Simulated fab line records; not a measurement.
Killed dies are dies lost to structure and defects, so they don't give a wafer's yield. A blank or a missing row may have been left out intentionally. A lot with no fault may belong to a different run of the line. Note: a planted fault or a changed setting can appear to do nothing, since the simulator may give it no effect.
One fault seen from 2 desks :: flow gf180mcu :: each desk has only its own numbers; what lay behind them comes last

## DESK OF THE TOOL OWNER: rie-diel-01
The tool's own readings at GF_V4_ETCH_17 (etches SiO2 in C4F8/O2/Ar, stops on TiN, target depth 630 nm): means of the sampled wafers that have a number, for each lot that ran on this tool. A lot is out of limits, marked OUT, if its mean lies more than 4 standard deviations from the usual mean; the brackets give that distance.
Columns: A = oes-product-au at GF_V4_ETCH_17, usual 0.855 a.u.; B = rf-fwd-power-W at GF_V4_ETCH_17, usual 1491 W
lot: L748
first seen here: day 25 14:00
A: 0.854
B: 1489

lot: L752
first seen here: day 27 04:00
A: 0.856
B: 1487

lot: L755
first seen here: day 27 19:00
A: 0.857
B: 1491

lot: L756
first seen here: day 28 03:00
A: 0.853
B: 1493

lot: L763
first seen here: day 30 08:00
A: 0.854
B: 1252 (-47) OUT

lot: L764
first seen here: day 30 13:00
A: 0.854
B: 1259 (-46) OUT
This desk's finding: out of limits on L763, L764; first on L763, day 30 08:00 (rf-fwd-power-W at GF_V4_ETCH_17). L748, L752, L755, L756: within limits.

## METROLOGY DESK
Lot by lot, what the gauges showed, no matter which tool ran the lot: averages of those sampled wafers that carry a number. A lot is out of limits, marked OUT, if its mean lies more than 4 standard deviations from the usual mean; the brackets give that distance.
Columns: A = M4_OVL at GF_M4_OVL_MEAS_15, usual -2 nm; B = V4_W_THK at GF_V4_THK_MEAS_25, usual 340 nm
lot: L748
first seen here: day 24 15:17
A: 4
B: 333

lot: L749
first seen here: day 25 05:02
A: -6
B: 336

lot: L751
first seen here: day 25 12:29
A: 0
B: 346

lot: L752
first seen here: day 26 06:08
A: -3
B: 338

lot: L755
first seen here: day 26 21:50
A: -5
B: 334

lot: L756
first seen here: day 27 05:18
A: -5
B: 354

lot: L757
first seen here: day 27 12:15
A: -3
B: 353

lot: L763
first seen here: day 29 11:18
A: -10
B: 338

lot: L764
first seen here: day 29 17:59
A: -2
B: 349

lot: L767
first seen here: day 30 11:16
A: -0
B: 350

lot: L766
first seen here: day 30 13:09
A: 1
B: 336

lot: L768
first seen here: day 30 18:20
A: -8
B: 334

lot: L769
first seen here: day 31 05:32
A: -2
B: 331
Result from this desk: across the 13 lots, nothing is out of limits.

## ALL TOGETHER
The tool owner's desk had the chance to raise an alarm at day 30 08:00 on L763, L764.
Metrology desk: nothing out of limits seen.
The metrology desk holds a record of L763, L764, inside its limits.
On rie-diel-01, each named lot ran GF_V4_ETCH_17.

## WHAT WAS PUT IN BY THE SIMULATOR
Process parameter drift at GF_V4_ETCH_17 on rie-diel-01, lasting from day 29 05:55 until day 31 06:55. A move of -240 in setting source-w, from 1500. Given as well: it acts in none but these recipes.
Struck lots among those shown: L763, L764.
Time in hours from fault onset to the first out-of-limits reading at each desk: the tool owner's desk, 26.
